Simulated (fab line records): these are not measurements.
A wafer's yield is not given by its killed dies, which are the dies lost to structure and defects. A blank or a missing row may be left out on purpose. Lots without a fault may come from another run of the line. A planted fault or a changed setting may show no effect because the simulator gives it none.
fab line records -- flow sky130
[record] lots = 13, wafers = 39, last_day = 50
route steps=708 shown FIELD_ISO@17 SONOS_ONO@182 LDD_N@252 SD_N@349
lots that met no fault: from a run of the same line without faults
start_h: hours from the record's opening day to when the first of the lot's shown wafers began -- wait_h: hours since the lot's step before -- " same as the row above -- L1.1+2: a single row standing in for several wafers -- - no value, or no start was given -- * or withheld: withheld -- < > ~ a bound
route shown NAME@n: a module of which the file shows steps, and the number in the route of the first -- usual: mean/standard deviation of fault-free wafers -- same: alike in all rows -- chamber/n: place in a boat -- sites: each site's reading -- _std_site: the standard deviation of these -- _edge_site: the outer-site mean with the inner-site mean subtracted -- radius_mm: for every site, how far away it sits from the centre of the wafer -- mask NAME#n: copy n -- behind: tool/chamber where the wafer was last shaped -- hold: cause of the lot's hold/its duration in hours/its outcome -- device: the n, p or np transistor that did not switch -- end of line: tests run on the same wafers once the route is complete -- a step given without rows: its recipe and nothing more -- killed: at the first sort, the dies lost to defects and structure; wafer yield is something else -- map: shows each die of a wafer: x if killed, . if not, _ if none is there
set.NAME: the setting that was run; set.NAME@STEP: the one run at that earlier step -- model.NAME: the simulator's own value behind a step, which no gauge read
the route's steps for a sample of lots (tables are steps, rows are wafers)
services: when a tool's chamber went out of use (start_h, in hours from the record's first day, below 0 if earlier), for how many hours, and the reason
[[steps]]
[step SKY_FIELD_ISO_STRIP_16]
[recipe] chemistry = O2/N2, power_w = 1400, pressure_mtorr = 1500, platen_temp_c = withheld, o2_flow_sccm = 3000, n2_flow_sccm = 300, overash_fraction = 0.5
[usual] chamber_pressure_mTorr = 1500.0/1.4, drypump_motor_current_A = 5.7/0.38, oes_product_au = 0.378/0.0049, strip_time_to_endpoint_s = 3.560/0.029
lot.wafer,tool,chamber,start_h,wait_h,chamber_pressure_mTorr,drypump_motor_current_A,oes_product_au,rf_hours_counter_h,strip_time_to_endpoint_s
L897.1,plasma_asher-02,1,29.29,0.0,1498.1,6.1,0.376,21,3.509
L897.3,plasma_asher-02,1,29.29,0.0,1498.3,6.2,0.373,-,3.546
L897.5,plasma_asher-02,1,29.29,0.0,1498.5,6.2,0.374,-,3.536
L898.1,plasma_asher-03,0,35.95,0.0,1499.2,6.0,0.376,36,3.557
L898.2,plasma_asher-03,1,35.95,0.0,1498.0,5.3,0.387,36,3.529
L898.3,plasma_asher-03,1,35.95,0.0,1500.3,5.3,0.384,-,3.533
L899.2,plasma_asher-02,0,41.65,0.0,1500.0,5.3,0.382,23,3.591
L899.3,plasma_asher-02,1,41.65,0.0,1498.3,6.2,0.381,-,3.576
L899.4,plasma_asher-02,0,41.65,0.0,1500.9,5.3,0.372,-,3.563
L901.2,plasma_asher-03,1,52.54,0.0,1501.5,5.3,0.388,37,3.548
L901.3,plasma_asher-03,0,52.54,0.0,1496.6,6.0,0.386,-,3.542
L901.5,plasma_asher-03,1,52.54,0.0,1500.8,5.3,0.373,-,3.545
L902.2,plasma_asher-02,0,56.15,0.0,1501.6,5.3,0.377,24,3.567
L902.3,plasma_asher-02,0,56.15,0.0,1499.3,5.3,0.374,-,3.548
L902.5,plasma_asher-02,0,56.15,0.0,1503.9,5.3,0.376,-,3.617
L903.2,plasma_asher-04,0,62.59,0.0,1501.5,5.6,0.380,39,3.592
L903.4,plasma_asher-04,0,62.59,0.0,1497.8,5.6,0.383,-,3.603
L903.5,plasma_asher-04,1,62.59,0.0,1501.5,6.0,0.375,-,3.591
L904.1,plasma_asher-02,1,67.09,0.0,1499.4,6.1,0.375,25,3.548
L904.2,plasma_asher-02,0,67.09,0.0,1499.6,5.3,0.380,25,3.618
L904.6,plasma_asher-02,0,67.09,0.0,1501.4,5.3,0.384,-,3.640
L910.3,plasma_asher-04,0,101.38,0.1,1500.6,5.6,0.384,-,3.547
L910.4,plasma_asher-04,1,101.38,0.1,1499.0,6.0,0.371,-,3.556
L910.6,plasma_asher-04,0,101.38,0.1,1500.8,5.6,0.374,-,3.602
L911.1,plasma_asher-03,1,104.99,0.0,1499.7,5.3,0.382,43,3.554
L911.3,plasma_asher-03,1,104.99,0.0,1498.9,5.3,0.380,-,3.586
L911.5,plasma_asher-03,0,104.99,0.0,1501.5,6.0,0.375,-,3.541
L912.1,plasma_asher-03,1,107.10,0.0,1500.1,5.3,0.377,43,3.538
L912.2,plasma_asher-03,0,107.10,0.0,1500.4,6.1,0.376,43,3.501
L912.5,plasma_asher-03,0,107.10,0.0,1500.4,6.1,0.377,-,3.550
L918.3,plasma_asher-02,0,138.93,0.1,1500.6,5.3,0.373,-,3.571
L918.5,plasma_asher-02,0,138.93,0.1,1499.5,5.3,0.380,-,3.576
L918.6,plasma_asher-02,1,138.93,0.1,1499.9,6.2,0.391,-,3.539
L919.3,plasma_asher-03,0,143.77,0.1,1500.5,6.1,0.382,-,3.601
L919.5,plasma_asher-03,1,143.77,0.1,1501.7,5.3,0.381,-,3.504
L919.6,plasma_asher-03,0,143.77,0.1,1500.0,6.0,0.380,-,3.558
L920.2,plasma_asher-02,1,148.39,0.0,1500.6,6.2,0.372,34,3.540
L920.4,plasma_asher-02,0,148.39,0.0,1501.1,5.3,0.377,-,3.593
L920.6,plasma_asher-02,1,148.39,0.0,1499.6,6.2,0.383,-,3.536
[step SKY_SONOS_ONO_OVL_MEAS_14]
[usual] SONOS_ONO_OVL = 0.0/1.4
lot.wafer,tool,chamber,start_h,wait_h,SONOS_ONO_OVL[nm]
L897.1,overlay-02,-,286.40,0.1,-2.3
L897.3,overlay-02,-,286.40,0.1,-2.1
L897.5,overlay-02,-,286.40,0.1,-1.8
L898.1,overlay-02,-,295.19,0.1,-0.3
L898.2,overlay-02,-,295.19,0.1,-0.4
L898.3,overlay-02,-,295.19,0.1,-1.4
L899.2,overlay-02,-,300.06,0.1,0.7
L899.3,overlay-02,-,300.06,0.1,-0.4
L899.4,overlay-02,-,300.06,0.1,-0.1
L901.2,overlay-01,-,315.29,0.1,-1.9
L901.3,overlay-01,-,315.29,0.1,-1.9
L901.5,overlay-01,-,315.29,0.1,-0.1
L902.2,overlay-01,-,320.30,0.1,-0.2
L902.3,overlay-01,-,320.30,0.1,-0.4
L902.5,overlay-01,-,320.30,0.1,-0.4
L903.2,overlay-02,-,328.85,0.1,-2.6
L903.4,overlay-02,-,328.85,0.1,-0.7
L903.5,overlay-02,-,328.85,0.1,-1.9
L904.1,overlay-02,-,332.34,0.1,1.1
L904.2,overlay-02,-,332.34,0.1,0.9
L904.6,overlay-02,-,332.34,0.1,0.6
L910.3,overlay-01,-,390.46,0.1,2.7
L910.4,overlay-01,-,390.46,0.1,1.1
L910.6,overlay-01,-,390.46,0.1,1.9
L912.1,overlay-02,-,405.24,0.1,-1.7
L912.2,overlay-02,-,405.24,0.1,0.5
L912.5,overlay-02,-,405.24,0.1,0.4
L911.1,overlay-02,-,406.00,0.1,-0.8
L911.3,overlay-02,-,406.00,0.1,-1.3
L911.5,overlay-02,-,406.00,0.1,0.7
L918.3,overlay-01,-,455.84,0.1,1.5
L918.5,overlay-01,-,455.84,0.1,0.0
L918.6,overlay-01,-,455.84,0.1,0.9
L919.3,overlay-01,-,462.35,0.1,-0.9
L919.5,overlay-01,-,462.35,0.1,-0.4
L919.6,overlay-01,-,462.35,0.1,0.6
L920.2,overlay-02,-,471.09,0.1,0.1
L920.4,overlay-02,-,471.09,0.1,-0.3
L920.6,overlay-02,-,471.09,0.1,-0.3
[step SKY_LDD_N_IMPLANT_15]
[recipe] species = BF2, energy_kev = 50, dose_cm2 = 5e+12, tilt_deg = 30, rotation_deg = 270
[usual] dose_ions_cm2 = 4.998e+12/5.3e+09, faraday_current_uA = 28.1/0.58
[same] implant_ion_amu = 49
lot.wafer,tool,chamber,start_h,wait_h,dose_ions_cm2,faraday_current_uA
L899.2,implanter-02,0,439.18,0.1,4.998e+12,28.0
L899.3,implanter-02,0,439.18,0.1,4.989e+12,26.6
L899.4,implanter-02,0,439.18,0.1,5e+12,28.4
L898.1,implanter-04,0,439.46,0.1,4.994e+12,28.0
L898.2,implanter-04,0,439.46,0.1,4.996e+12,27.7
L898.3,implanter-04,0,439.46,0.1,4.997e+12,28.4
L897.1,implanter-03,0,439.47,0.1,4.989e+12,28.5
L897.3,implanter-03,0,439.47,0.1,4.996e+12,28.2
L897.5,implanter-03,0,439.47,0.1,4.994e+12,28.5
L901.2,implanter-03,0,447.78,0.1,4.991e+12,28.7
L901.3,implanter-03,0,447.78,0.1,4.989e+12,28.0
L901.5,implanter-03,0,447.78,0.1,4.995e+12,27.0
L902.2,implanter-04,0,448.07,0.1,4.994e+12,28.4
L902.3,implanter-04,0,448.07,0.1,5.007e+12,28.9
L902.5,implanter-04,0,448.07,0.1,4.996e+12,27.8
L904.1,implanter-04,0,462.40,0.1,4.994e+12,28.4
L904.2,implanter-04,0,462.40,0.1,5.01e+12,27.7
L904.6,implanter-04,0,462.40,0.1,5.002e+12,27.9
L903.2,implanter-02,0,462.54,0.1,4.999e+12,29.1
L903.4,implanter-02,0,462.54,0.1,5.001e+12,28.6
L903.5,implanter-02,0,462.54,0.1,5.001e+12,27.6
L910.3,implanter-04,0,526.10,0.1,4.996e+12,28.7
L910.4,implanter-04,0,526.10,0.1,4.996e+12,27.9
L910.6,implanter-04,0,526.10,0.1,4.997e+12,27.4
L912.1,implanter-04,0,540.70,0.1,2.199e+12,11.8
L912.2,implanter-04,0,540.70,0.1,2.199e+12,12.6
L912.5,implanter-04,0,540.70,0.1,2.2e+12,12.7
L911.1,implanter-04,0,544.55,0.1,2.191e+12,12.5
L911.3,implanter-04,0,544.55,0.1,2.186e+12,12.6
L911.5,implanter-04,0,544.55,0.1,2.195e+12,12.2
L918.3,implanter-02,0,591.16,0.1,5.007e+12,27.3
L918.5,implanter-02,0,591.16,0.1,4.999e+12,27.5
L918.6,implanter-02,0,591.16,0.1,5.002e+12,29.0
L919.3,implanter-02,0,592.62,0.1,5.001e+12,27.9
L919.5,implanter-02,0,592.62,0.1,4.997e+12,27.4
L919.6,implanter-02,0,592.62,0.1,4.998e+12,28.4
L920.2,implanter-03,0,600.49,0.1,4.995e+12,27.0
L920.4,implanter-03,0,600.49,0.1,4.991e+12,28.9
L920.6,implanter-03,0,600.49,0.1,4.989e+12,28.1
[step SKY_SD_N_CD_MEAS_07]
[recipe] target_cd_nm = 380
[usual] cd_nm = 380.0/2.8
lot.wafer,tool,chamber,start_h,wait_h,cd_nm
L899.2,cd_sem-02,-,678.15,0.1,382.6
L899.3,cd_sem-02,-,678.15,0.1,379.4
L899.4,cd_sem-02,-,678.15,0.1,381.7
L898.1,cd_sem-01,-,680.33,0.1,379.7
L898.2,cd_sem-01,-,680.33,0.1,380.2
L898.3,cd_sem-01,-,680.33,0.1,380.3
L897.1,cd_sem-01,-,680.86,0.1,380.3
L897.3,cd_sem-01,-,680.86,0.1,382.4
L897.5,cd_sem-01,-,680.86,0.1,381.9
L901.2,cd_sem-02,-,683.73,0.1,379.2
L901.3,cd_sem-02,-,683.73,0.1,380.8
L901.5,cd_sem-02,-,683.73,0.1,380.0
L902.2,cd_sem-01,-,684.83,0.1,379.6
L902.3,cd_sem-01,-,684.83,0.1,381.4
L902.5,cd_sem-01,-,684.83,0.1,381.0
L903.2,cd_sem-01,-,697.79,0.1,381.9
L903.4,cd_sem-01,-,697.79,0.1,382.9
L903.5,cd_sem-01,-,697.79,0.1,385.8
L904.1,cd_sem-01,-,698.78,0.1,379.2
L904.2,cd_sem-01,-,698.78,0.1,379.8
L904.6,cd_sem-01,-,698.78,0.1,377.7
L910.3,cd_sem-02,-,755.42,0.1,379.4
L910.4,cd_sem-02,-,755.42,0.1,383.4
L910.6,cd_sem-02,-,755.42,0.1,382.2
L912.1,cd_sem-02,-,769.87,0.1,382.5
L912.2,cd_sem-02,-,769.87,0.1,380.2
L912.5,cd_sem-02,-,769.87,0.1,382.4
L911.1,cd_sem-02,-,773.43,0.1,381.4
L911.3,cd_sem-02,-,773.43,0.1,382.6
L911.5,cd_sem-02,-,773.43,0.1,382.1
L918.3,cd_sem-01,-,816.07,0.1,382.7
L918.5,cd_sem-01,-,816.07,0.1,385.4
L918.6,cd_sem-01,-,816.07,0.1,385.6
L919.3,cd_sem-02,-,817.87,0.1,373.9
L919.5,cd_sem-02,-,817.87,0.1,373.3
L919.6,cd_sem-02,-,817.87,0.1,373.3
L920.2,cd_sem-01,-,820.58,0.1,381.9
L920.4,cd_sem-01,-,820.58,0.1,383.3
L920.6,cd_sem-01,-,820.58,0.1,382.6
[[services]]
tool,chamber,start_h,hours,kind
implanter-02,-,7.78,0.5,repair
implanter-04,-,22.01,1.7,repair
implanter-04,-,34.85,3.5,repair
implanter-02,-,76.47,1.3,repair
implanter-02,-,108.45,6.4,pm
plasma_asher-03,-,108.75,9.0,pm
plasma_asher-03,-,117.75,14.6,pm
implanter-04,-,136.43,1.5,repair
implanter-03,-,143.10,4.2,pm
implanter-04,-,175.30,3.5,pm
implanter-03,-,219.28,2.8,repair
implanter-02,-,230.23,4.6,repair
implanter-03,-,249.91,1.8,repair
plasma_asher-03,-,275.73,1.2,repair
implanter-03,-,288.14,3.5,repair
implanter-03,-,319.81,1.9,repair
implanter-04,-,347.87,2.4,pm
implanter-03,-,356.48,2.0,repair
implanter-03,-,362.99,46.1,repair
implanter-02,-,428.85,1.5,repair
implanter-04,-,433.40,4.1,repair
plasma_asher-02,-,448.25,2.8,pm
implanter-04,-,532.23,3.4,repair
implanter-02,-,597.45,4.5,pm
[[key]]
[first_sign] step = SKY_LDD_N_IMPLANT_15, reading = dose_ions_cm2, direction = down, sigmas = 99+, usual = *, struck = *
[effect] step = SKY_LDD_N_IMPLANT_15, reading = faraday_current_uA, direction = down, sigmas = 27, usual = 28.1, struck = 12.4
met_at SKY_LDD_N_IMPLANT_15
struck_lots L911,L912
tester_left_out L911,L912
not_acting_at SKY_FIELD_ISO_STRIP_16,SKY_SONOS_ONO_OVL_MEAS_14,SKY_SD_N_CD_MEAS_07
onset_between 526.10 540.70
[fault] kind = process_parameter_drift, tool = implanter-04, chamber = -, onset_h = 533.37, steps = SKY_LDD_N_IMPLANT_15, channel = dose_cm2, offset = *, shape = step, end_h = 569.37, acts_in = *, stated = *
// tester_left_out: of these lots the tester's yield and bins aren't shown, on N5 and GAA mostly nor the transistor test; their killed dies are dies lost to structure and defects alone, not to doping, threshold or leakage, so they don't give the yield
